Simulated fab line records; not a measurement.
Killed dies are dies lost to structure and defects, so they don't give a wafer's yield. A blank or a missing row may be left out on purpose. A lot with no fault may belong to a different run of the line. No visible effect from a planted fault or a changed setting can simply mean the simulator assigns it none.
What tool caused it? | flow sky130 | Sampling: 24 lots, 72 wafers, 5 of 708 route steps

## WHAT EACH GAUGE READ, for each wafer
SKY_VIA2_THK_MEAS_01. Usual: VIA2_HDPCVD_THK gives 1178 nm (standard deviation 12).
lot  | measured     | on            | VIA2_HDPCVD_THK (nm) | flag
L074 | day 35 07:07 | film metro-02 | 1199 1192 1174       |
L075 | day 35 07:59 | film metro-02 | 1171 1172 1194       |
L076 | day 35 23:14 | film metro-03 | 1169 1180 1183       |
L077 | day 36 05:29 | film metro-02 | 1185 1169 1166       |
L078 | day 36 07:16 | film metro-02 | 1176 1191 1192       |
L080 | day 37 02:04 | film metro-03 | 1190 1186 1196       |
L079 | day 37 05:26 | film metro-03 | 1169 1174 1157       |
L081 | day 38 04:40 | film metro-01 | 1175 1171 1150       |
L082 | day 38 04:45 | film metro-02 | 1188 1187 1190       |
L083 | day 38 06:16 | film metro-01 | 1171 1182 1184       |
L084 | day 38 14:49 | film metro-02 | 1168 1159 1174       |
L085 | day 39 00:51 | film metro-03 | 1196 1184 1175       |
L086 | day 39 08:29 | film metro-02 | 1178 1169 1171       |
L087 | day 39 12:56 | film metro-01 | 1189 1192 1193       |
L088 | day 39 13:57 | film metro-03 | 1159 1184 1182       |
L089 | day 39 22:11 | film metro-03 | 1163 1167 1181       |
L090 | day 40 05:09 | film metro-01 | 1179 1184 1183       |
L091 | day 40 11:37 | film metro-03 | 1151 1170 1161       |
L092 | day 40 21:59 | film metro-03 | 1186 1193 1186       |
L093 | day 41 03:49 | film metro-03 | 1190 1190 1193       |
L094 | day 41 05:26 | film metro-02 | 1191 1170 1164       |
L095 | day 41 09:36 | film metro-02 | 1184 1187 1183       |
L096 | day 41 16:02 | film metro-03 | 1187 1187 1179       |
L097 | day 42 02:58 | film metro-02 | 1160 1177 1177       |

SKY_METAL3_CD_MEAS_13 targets a cd of 300 nm. Usual: cd nm reads 299.9 nm (standard deviation 1.7).
lot  | measured     | on        | cd nm (nm)        | flag
L074 | day 38 15:49 | cd sem-01 | 301.7 301.6 302.1 |
L075 | day 38 16:30 | cd sem-01 | 300.4 299.5 299.9 |
L076 | day 39 06:44 | cd sem-02 | 300.1 300.0 300.9 |
L077 | day 39 14:05 | cd sem-01 | 299.9 298.8 298.9 |
L078 | day 39 15:47 | cd sem-02 | 300.0 299.4 301.3 |
L080 | day 40 08:58 | cd sem-02 | 299.4 298.9 299.6 |
L079 | day 40 11:34 | cd sem-01 | 302.0 301.6 301.6 |
L081 | day 41 08:12 | cd sem-02 | 297.9 297.3 298.6 |
L082 | day 41 09:16 | cd sem-01 | 300.2 298.7 299.4 |
L083 | day 41 10:14 | cd sem-02 | 298.7 298.4 298.2 |
L084 | day 41 18:20 | cd sem-02 | 301.2 301.3 301.5 |
L085 | day 42 04:09 | cd sem-01 | 301.1 300.3 300.0 |
L086 | day 42 11:12 | cd sem-02 | 299.7 299.2 300.5 |
L087 | day 42 15:47 | cd sem-01 | 302.2 302.0 301.8 |
L088 | day 42 17:07 | cd sem-01 | 300.0 300.6 300.5 |
L089 | day 42 22:50 | cd sem-02 | 301.5 301.0 299.9 |
L090 | day 43 07:20 | cd sem-01 | 303.2 303.1 304.2 |
L091 | day 43 13:21 | cd sem-01 | 300.5 299.9 301.4 |
L092 | day 43 21:29 | cd sem-02 | 298.8 297.4 298.6 |
L093 | day 44 03:46 | cd sem-02 | 301.3 301.5 301.8 |
L094 | day 44 05:14 | cd sem-02 | 296.4 295.6 295.5 |
L095 | day 44 08:56 | cd sem-01 | 296.7 297.7 296.8 |
L096 | day 44 15:58 | cd sem-01 | 300.8 299.3 300.0 |
L097 | day 45 01:30 | cd sem-01 | 299.7 298.9 300.7 |

## EACH LOT AND THE TOOL THAT RAN IT (in order: tool; ch and the chambers of the sampled wafers; start)
lot  | SKY_METAL1_DESCUM_17              | SKY_VIA1_ETCH_14                   | SKY_METAL2_SPUTTER_04
L074 | rie metal-02 ch 0,1, day 32 21:09 | rie diel-01 ch 0,2,3, day 34 01:20 | pvd sputter-03, day 34 02:50
L075 | rie metal-01 ch 0,1, day 32 22:27 | rie diel-04 ch 2,3, day 34 02:31   | pvd sputter-02, day 34 04:16
L076 | rie metal-01 ch 0,1, day 33 15:04 | rie diel-02 ch 0,1,2, day 34 18:35 | pvd sputter-03, day 34 20:05
L077 | rie metal-04 ch 0,1, day 33 20:49 | rie diel-02 ch 0,1,2, day 35 00:13 | pvd sputter-04, day 35 01:43
L078 | rie metal-02 ch 0,1, day 33 22:35 | rie diel-04 ch 0,2,3, day 35 02:38 | pvd sputter-04, day 35 04:02
L080 | rie metal-01 ch 0, day 34 17:18   | rie diel-04 ch 1,3, day 35 21:25   | pvd sputter-04, day 35 22:52
L079 | rie metal-02 ch 0,1, day 34 20:33 | rie diel-02 ch 0,2,3, day 36 00:35 | pvd sputter-03, day 36 02:34
L081 | rie metal-01 ch 0,1, day 35 19:08 | rie diel-04 ch 2,3, day 36 23:10   | pvd sputter-03, day 37 01:00
L082 | rie metal-04 ch 0,1, day 35 20:06 | rie diel-02 ch 1,2, day 36 23:55   | pvd sputter-04, day 37 01:19
L083 | rie metal-02 ch 1, day 35 21:39   | rie diel-04 ch 0,3, day 37 01:16   | pvd sputter-03, day 37 02:40
L084 | rie metal-01 ch 0, day 36 06:37   | rie diel-04 ch 1,3, day 37 10:01   | pvd sputter-02, day 37 11:25
L085 | rie metal-04 ch 0,1, day 36 17:17 | rie diel-04 ch 0,1,2, day 37 20:35 | pvd sputter-03, day 37 22:01
L086 | rie metal-01 ch 0,1, day 37 00:29 | rie diel-01 ch 0,1, day 38 04:43   | pvd sputter-02, day 38 06:07
L087 | rie metal-02 ch 0,1, day 37 06:05 | rie diel-01 ch 1,3, day 38 09:22   | pvd sputter-03, day 38 11:07
L088 | rie metal-04 ch 0,1, day 37 07:37 | rie diel-04 ch 0,1,3, day 38 10:44 | pvd sputter-02, day 38 12:29
L089 | rie metal-04 ch 0,1, day 37 16:22 | rie diel-04 ch 1,2,3, day 38 19:16 | pvd sputter-03, day 38 20:40
L090 | rie metal-02 ch 0,1, day 37 22:04 | rie diel-02 ch 1,2,3, day 39 01:05 | pvd sputter-03, day 39 02:50
L091 | rie metal-02 ch 0,1, day 38 06:33 | rie diel-04 ch 0,3, day 39 08:34   | pvd sputter-03, day 39 10:05
L092 | rie metal-04 ch 0,1, day 38 16:19 | rie diel-01 ch 0,2,3, day 39 18:20 | pvd sputter-02, day 39 20:16
L093 | rie metal-02 ch 0,1, day 38 22:46 | rie diel-04 ch 0,1,3, day 40 00:53 | pvd sputter-03, day 40 02:21
L094 | rie metal-02 ch 0,1, day 39 00:08 | rie diel-01 ch 1,2, day 40 02:34   | pvd sputter-04, day 40 04:17
L095 | rie metal-01 ch 0,1, day 39 05:44 | rie diel-04 ch 0,1, day 40 06:55   | pvd sputter-02, day 40 08:22
L096 | rie metal-02 ch 0,1, day 39 11:17 | rie diel-04 ch 0,3, day 40 13:19   | pvd sputter-03, day 40 14:43
L097 | rie metal-02 ch 0,1, day 39 21:59 | rie diel-02 ch 1,3, day 41 00:07   | pvd sputter-03, day 41 01:31
- SKY_METAL1_DESCUM_17: chemistry O2, time 8 s.
- SKY_VIA1_ETCH_14: etches BARC in N2/H2, stops on SiO2, time 45.9 s, target depth 60 nm.
- SKY_METAL2_SPUTTER_04: material TiN, target thk 70 nm, time 58.3 s.

## AS READ BY THE TOOLS THEMSELVES (means over the sampled wafers that have a number; for cases with no such wafer, the mark the record gives instead)
SKY_METAL1_DESCUM_17. Usual: drypump motor current A 6.0 A, standard deviation 0.37; oes product au 0.997 a.u., standard deviation 0.01.
lot  | tool         | drypump motor current A (A) | oes product au (a.u.) | flag
L074 | rie metal-02 | 5.8                         | 0.999                 |
L075 | rie metal-01 | 5.8                         | 0.996                 |
L076 | rie metal-01 | 6.2                         | 1.004                 |
L077 | rie metal-04 | 6.1                         | 1.002                 |
L078 | rie metal-02 | 5.8                         | 1.001                 |
L080 | rie metal-01 | 5.4                         | 0.990                 |
L079 | rie metal-02 | 5.8                         | 0.994                 |
L081 | rie metal-01 | 6.2                         | 0.999                 |
L082 | rie metal-04 | 6.2                         | 0.991                 |
L083 | rie metal-02 | 5.7                         | 1.013                 |
L084 | rie metal-01 | 5.4                         | 0.996                 |
L085 | rie metal-04 | 6.2                         | 0.983                 |
L086 | rie metal-01 | 6.2                         | 0.992                 |
L087 | rie metal-02 | 6.0                         | 1.003                 |
L088 | rie metal-04 | 6.2                         | 0.989                 |
L089 | rie metal-04 | 6.2                         | 0.984                 |
L090 | rie metal-02 | 5.8                         | 1.014                 |
L091 | rie metal-02 | 5.8                         | 1.008                 |
L092 | rie metal-04 | 6.2                         | 0.992                 |
L093 | rie metal-02 | 6.0                         | 1.004                 |
L094 | rie metal-02 | 6.0                         | 0.995                 |
L095 | rie metal-01 | 5.8                         | 0.992                 |
L096 | rie metal-02 | 6.0                         | 0.993                 |
L097 | rie metal-02 | 5.9                         | 0.990                 |

SKY_VIA1_ETCH_14. Usual: drypump motor current A 5.4 A, standard deviation 0.39; oes product au 0.855 a.u., standard deviation 0.0046; throttle valve pct 13.223 %, standard deviation 0.0078.
lot  | tool        | drypump motor current A (A) | oes product au (a.u.) | throttle valve pct (%) | flag
L074 | rie diel-01 | 5.9                         | 0.856                 | 13.218                 |
L075 | rie diel-04 | 5.5                         | 0.859                 | 13.220                 |
L076 | rie diel-02 | 5.5                         | 0.852                 | 13.211                 |
L077 | rie diel-02 | 5.5                         | 0.850                 | 13.226                 |
L078 | rie diel-04 | 5.2                         | 0.855                 | 13.225                 |
L080 | rie diel-04 | 5.4                         | 0.856                 | 13.227                 |
L079 | rie diel-02 | 5.3                         | 0.861                 | 13.223                 |
L081 | rie diel-04 | 5.2                         | 0.854                 | 13.222                 |
L082 | rie diel-02 | 5.5                         | 0.851                 | 13.224                 |
L083 | rie diel-04 | 5.0                         | 0.855                 | 13.219                 |
L084 | rie diel-04 | 5.4                         | 0.854                 | 13.225                 |
L085 | rie diel-04 | 5.4                         | 0.855                 | 13.222                 |
L086 | rie diel-01 | 5.4                         | 0.857                 | 13.225                 |
L087 | rie diel-01 | 5.4                         | 0.856                 | 13.219                 |
L088 | rie diel-04 | 5.2                         | 0.856                 | 13.231                 |
L089 | rie diel-04 | 5.5                         | 0.857                 | 13.222                 |
L090 | rie diel-02 | 5.5                         | 0.856                 | 13.224                 |
L091 | rie diel-04 | 4.9                         | 0.853                 | 13.229                 |
L092 | rie diel-01 | 5.9                         | 0.855                 | 13.219                 |
L093 | rie diel-04 | 5.2                         | 0.858                 | 13.223                 |
L094 | rie diel-01 | 5.9                         | 0.859                 | 13.229                 |
L095 | rie diel-04 | 5.1                         | 0.855                 | 13.229                 |
L096 | rie diel-04 | 4.9                         | 0.848                 | 13.216                 |
L097 | rie diel-02 | 5.5                         | 0.855                 | 13.223                 |

SKY_METAL2_SPUTTER_04. Usual: throttle valve pct reads 30.5 % (standard deviation 0.61).
lot  | tool           | throttle valve pct (%) | flag
L074 | pvd sputter-03 | 31.0                   |
L075 | pvd sputter-02 | 29.9                   |
L076 | pvd sputter-03 | 31.1                   |
L077 | pvd sputter-04 | 30.3                   |
L078 | pvd sputter-04 | 29.7                   |
L080 | pvd sputter-04 | 29.9                   |
L079 | pvd sputter-03 | 31.2                   |
L081 | pvd sputter-03 | 30.8                   |
L082 | pvd sputter-04 | 29.7                   |
L083 | pvd sputter-03 | 31.1                   |
L084 | pvd sputter-02 | 29.8                   |
L085 | pvd sputter-03 | 31.1                   |
L086 | pvd sputter-02 | 29.7                   |
L087 | pvd sputter-03 | 30.6                   |
L088 | pvd sputter-02 | 29.7                   |
L089 | pvd sputter-03 | 31.1                   |
L090 | pvd sputter-03 | 31.2                   |
L091 | pvd sputter-03 | 30.5                   |
L092 | pvd sputter-02 | 29.8                   |
L093 | pvd sputter-03 | 31.0                   |
L094 | pvd sputter-04 | 30.1                   |
L095 | pvd sputter-02 | 30.1                   |
L096 | pvd sputter-03 | 30.4                   |
L097 | pvd sputter-03 | 31.0                   |

## THE ANSWER, worked out from the rows above alone
Rule: a lot counts as off when the mean over its wafers that have a number is more than 3 standard deviations away from the usual mean. A lot without any number at a reading at which 4 lots or more have one is off too. The other lots that the step has rows for count as sound. After the gauges, taken in route order, come the tools' own readings; for these a lot's mean is taken, as printed above. The first step at which some lot is off is used, and at that step the reading that is off furthest; a lot without a number counts as furthest.
None of the lots is off at any reading shown; this tells nothing.

## WHAT THE SIMULATOR PUT IN
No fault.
